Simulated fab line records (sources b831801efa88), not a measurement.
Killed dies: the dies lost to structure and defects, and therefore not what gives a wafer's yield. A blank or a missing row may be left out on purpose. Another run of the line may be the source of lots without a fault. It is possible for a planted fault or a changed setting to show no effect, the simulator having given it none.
A lot that was struck, set against a sound lot ; flow sky130 ; 16 steps out of a route of 708
Sound: the wafers L842.1, L842.2, L842.5. Wafers L846.3, L846.5, L846.6 were the ones struck. The cause is given at the end.
At each step with rows: each side's tool, then ch and its chambers, then its first start. Under that, the readings that differ: sound wafers ; struck wafers ; difference of the means ; sigmas: that difference in standard deviations of wafers without a fault.
alike: same words and numbers on both sides, and readings whose means sit less than 2 such deviations apart. not compared: any withheld reading, any reading some wafer has no value for, any bound like >300 that may hide the same value, and any number with overlapping values for which the record gives no deviation.
Wherever a step has rows on one side only, a row that says differs or no value, or a row with sigmas, the two part there. Non-overlapping numbers with no deviation appear without sigmas and do not part them. A reading that every wafer of one side lacks parts them only if that side has two wafers or more.

first, 9 steps without rows for these wafers: SKY_CAPM_CLEAN_17 (cleans in O3/DIW); SKY_METAL3_DEHYDRATE_05 (time 60 s); SKY_METAL3_HMDS_06 (prime time 60 s); SKY_METAL3_COAT_07 (resist thk 60 nm); SKY_METAL3_COAT_08 (resist thk 1140 nm); SKY_METAL3_SOFTBAKE_09 (time 90 s); SKY_METAL3_EXPOSE_10 (exposes mask MM3, target cd 300 nm); SKY_METAL3_PEB_11; SKY_METAL3_DEVELOP_12 (develop time 60 s).
SKY_METAL3_CD_MEAS_13 targets a cd of 300 nm.
  struck on cd-sem-02, day 43 05:29; sound on cd-sem-01, day 42 16:57
  alike: cd-nm
SKY_METAL3_OVL_MEAS_14:
  struck on overlay-01, day 43 05:34; sound on overlay-01, day 42 17:04
reading;sound;struck;difference;sigmas
METAL3_OVL (nm);10 7 8;-2 -6 -3;-12;-2
SKY_METAL3_DESCUM_15: chemistry O2, time 8 s.
  sound on rie-metal-02 ch 0, day 42 17:07; struck on rie-metal-03 ch 0,1, day 43 05:37
  alike: drypump-motor-current-A, oes-product-au
  not compared: rf-hours-counter-h
SKY_METAL3_ETCH_16: etches BARC in N2/H2, stops on SiO2, time 88.2 s, target depth 60 nm.
  sound on rie-metal-02 ch 0, day 42 17:10; struck on rie-metal-03 ch 0,1, day 43 05:40
reading;sound;struck;difference;sigmas
rf-fwd-power-W (W);495.8 498.9 496.7;576.9 576.3 577.1;+79.6;+47
  alike: drypump-motor-current-A, oes-product-au, throttle-valve-pct
  not compared: rf-hours-counter-h, model.KrF-thick_of_METAL3_COAT_08.thk-nm, model.METAL3.cd-nm, model.SiO2_of_CAPM_CVD_00.thk-nm
SKY_METAL3_ETCH_17: etches SiO2 in C4F8/O2/Ar, stops on TiN, time 3.9 s, target depth 15 nm.
  sound on rie-diel-03 ch 0,2, day 42 17:22; struck on rie-diel-02 ch 0,3, day 43 05:44
  alike: oes-product-au, rf-fwd-power-W
  not compared: rf-hours-counter-h, model.METAL3.cd-nm, model.etch.depth-nm
SKY_METAL3_METAL_ETCH_18: etches the open film in Cl2/BCl3, stops on SiO2, target depth 845 nm, time 183.1 s.
  sound on rie-metal-01 ch 0,1, day 42 17:23; struck on rie-metal-01 ch 0,1, day 43 05:48
  alike: drypump-motor-current-A, oes-product-au, rf-fwd-power-W, throttle-valve-pct
  not compared: rf-hours-counter-h
SKY_PAD_OPEN_PROBE_99:
  rows exist in the record for the sound wafers here (prober-01, day 49 05:23), none for the struck ones

== WHERE THEY PART ==
Last at SKY_PAD_OPEN_PROBE_99 as far as this record goes, first at SKY_METAL3_OVL_MEAS_14.

WHY: whatever the simulator had introduced
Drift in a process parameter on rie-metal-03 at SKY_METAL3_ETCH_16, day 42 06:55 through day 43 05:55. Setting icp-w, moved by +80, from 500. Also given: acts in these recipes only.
